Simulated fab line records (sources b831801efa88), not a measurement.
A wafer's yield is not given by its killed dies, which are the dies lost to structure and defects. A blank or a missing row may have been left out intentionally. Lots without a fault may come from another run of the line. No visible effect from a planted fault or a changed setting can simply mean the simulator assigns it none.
What tool caused it? ; flow gf180mcu ; 6 lots, 18 wafers sampled, at 2 steps of a route of 602

== WHAT THE GAUGES SHOWED, per wafer ==
GF_V2_THK_MEAS_01.
lot;measured;on;V2_CVD_00_THK (nm)
L268;day 19 20:37;film-metro-01;589 589 592
L273;day 21 09:25;film-metro-03;470 478 476
L281;day 24 06:26;film-metro-01;596 599 602
L283;day 25 00:37;film-metro-04;598 600 596
L285;day 25 12:07;film-metro-01;601 595 604
L288;day 26 08:08;film-metro-03;588 591 593

== EACH LOT AND THE TOOL THAT RAN IT (in order: tool; ch and the chambers of the sampled wafers; start) ==
lot;GF_V2_CVD_00
L268;hdpcvd-02 ch 1,2, day 19 20:32
L273;hdpcvd-02 ch 1,2, day 21 09:20
L281;hdpcvd-02 ch 0,1,2, day 24 06:22
L283;hdpcvd-02 ch 0,2, day 25 00:32
L285;hdpcvd-02 ch 0,1,2, day 25 12:03
L288;hdpcvd-02 ch 0,1,2, day 26 08:05
- GF_V2_CVD_00: deposits SiO2, target thk 600 nm, time 100 s.

== THE ANSWER, worked out from the rows above alone ==
Rule: the usual values come from the lots themselves. Put in order of their means at a reading, lots are off if they are a third of the lots or fewer, leave a main group of 4 or more, and stand apart from it by a gap of 3 or more times the standard deviation of the main group's means; of several such gaps the widest counts. A main group is skipped when, at the precision printed for the reading in the tables above, its means are all equal. A lot without any number at a reading at which 4 lots or more have one is off too. Where the step has rows for the other lots, those lots are counted as sound.
Off: at GF_V2_THK_MEAS_01 (V2_CVD_00_THK), L273. Main group: mean 596 nm, sd 4.3.
If a tool, at a process step before that reading, ran all the lots that are off and no sound lot after the first of them, it fits. The gauges at GF_V2_THK_MEAS_01 are tried like those tools. Of those tried, none fits.

== WHAT THE SIMULATOR HAD PUT IN ==
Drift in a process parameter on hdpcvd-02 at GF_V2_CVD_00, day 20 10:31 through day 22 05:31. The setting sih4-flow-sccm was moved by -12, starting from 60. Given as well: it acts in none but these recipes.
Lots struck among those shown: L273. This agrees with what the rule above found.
